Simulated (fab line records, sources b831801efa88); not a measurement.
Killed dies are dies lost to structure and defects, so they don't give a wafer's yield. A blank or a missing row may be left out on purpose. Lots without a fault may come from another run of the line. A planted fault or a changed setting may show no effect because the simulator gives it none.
Which tool did it? | flow gf180mcu | 12 lots, 36 wafers sampled, at 2 steps of a route of 602

WHAT THE GAUGES READ, wafer by wafer
GF_M5_OVL_MEAS_08.
lot  | measured     | on         | M5_OVL (nm)
L929 | day 26 06:34 | overlay-01 | 6 6 3
L930 | day 26 10:13 | overlay-02 | 4 -6 -2
L933 | day 27 09:16 | overlay-02 | -1 2 -9
L938 | day 29 07:44 | overlay-01 | -6 -6 -13
L943 | day 30 16:53 | overlay-01 | -3 -5 -4
L944 | day 30 21:28 | overlay-01 | -5 -5 -5
L946 | day 31 03:32 | overlay-01 | -8 -1 -6
L945 | day 31 10:14 | overlay-01 | -3 3 -5
L947 | day 31 13:46 | overlay-01 | -1 -9 -7
L948 | day 31 19:25 | overlay-02 | 3 -3 0
L949 | day 32 05:52 | overlay-02 | -13 -7 -4
L951 | day 32 15:02 | overlay-02 | 3 -5 -4

WHICH TOOL RAN EACH LOT (tool, then ch and the chambers of the sampled wafers, then the start)
lot  | GF_V4_SPUTTER_22
L929 | pvd_sputter-03, day 24 10:50
L930 | pvd_sputter-02, day 24 17:55
L933 | pvd_sputter-04, day 25 13:47
L938 | pvd_sputter-03, day 27 16:52
L943 | pvd_sputter-04, day 29 01:32
L944 | pvd_sputter-02, day 29 08:11
L946 | pvd_sputter-03, day 29 15:46
L945 | pvd_sputter-04, day 29 21:04
L947 | pvd_sputter-02, day 30 00:31
L948 | pvd_sputter-02, day 30 08:11
L949 | pvd_sputter-03, day 30 17:47
L951 | pvd_sputter-04, day 31 04:45
- GF_V4_SPUTTER_22: material TiN, target thk 10 nm, time 40 s.

WHAT THE TOOLS THEMSELVES READ (means of the sampled wafers that have a number; where no wafer has one, the mark that the record gives instead)
GF_V4_SPUTTER_22.
lot  | tool           | chamber_pressure_pa (Pa) | throttle_valve_pct (%)
L929 | pvd_sputter-03 | 4.997                    | 29.1
L930 | pvd_sputter-02 | 5.003                    | 30.2
L933 | pvd_sputter-04 | 4.989                    | 30.1
L938 | pvd_sputter-03 | 5.005                    | 29.7
L943 | pvd_sputter-04 | 5.001                    | 30.3
L944 | pvd_sputter-02 | 4.998                    | 30.3
L946 | pvd_sputter-03 | 5.001                    | 29.0
L945 | pvd_sputter-04 | 5.003                    | 30.9
L947 | pvd_sputter-02 | 5.001                    | 30.2
L948 | pvd_sputter-02 | 4.999                    | 29.4
L949 | pvd_sputter-03 | 5.007                    | 28.9
L951 | pvd_sputter-04 | 4.998                    | 29.7

THE ANSWER, worked out from the rows above alone
Rule: what is usual is taken from the lots themselves. Put in order of their means at a reading, lots are off if they are a third of the lots or fewer, leave a main group of 4 or more, and stand apart from it by a gap of 3 or more times the standard deviation of the main group's means; of several such gaps the widest counts. A main group whose means are all the same, to the digits that the tables above print for the reading, isn't used. A lot without any number at a reading at which 4 lots or more have one is off too. The other lots that the step has rows for count as sound. The gauges are gone through in route order, then the tools' own readings, and for those a lot's mean is taken as printed above. The first step at which some lot is off is used, and at that step the reading that is off furthest; a lot without a number counts as furthest.
No lot is off at any reading shown: from this, nothing can be told.

WHAT THE SIMULATOR HAD PUT IN
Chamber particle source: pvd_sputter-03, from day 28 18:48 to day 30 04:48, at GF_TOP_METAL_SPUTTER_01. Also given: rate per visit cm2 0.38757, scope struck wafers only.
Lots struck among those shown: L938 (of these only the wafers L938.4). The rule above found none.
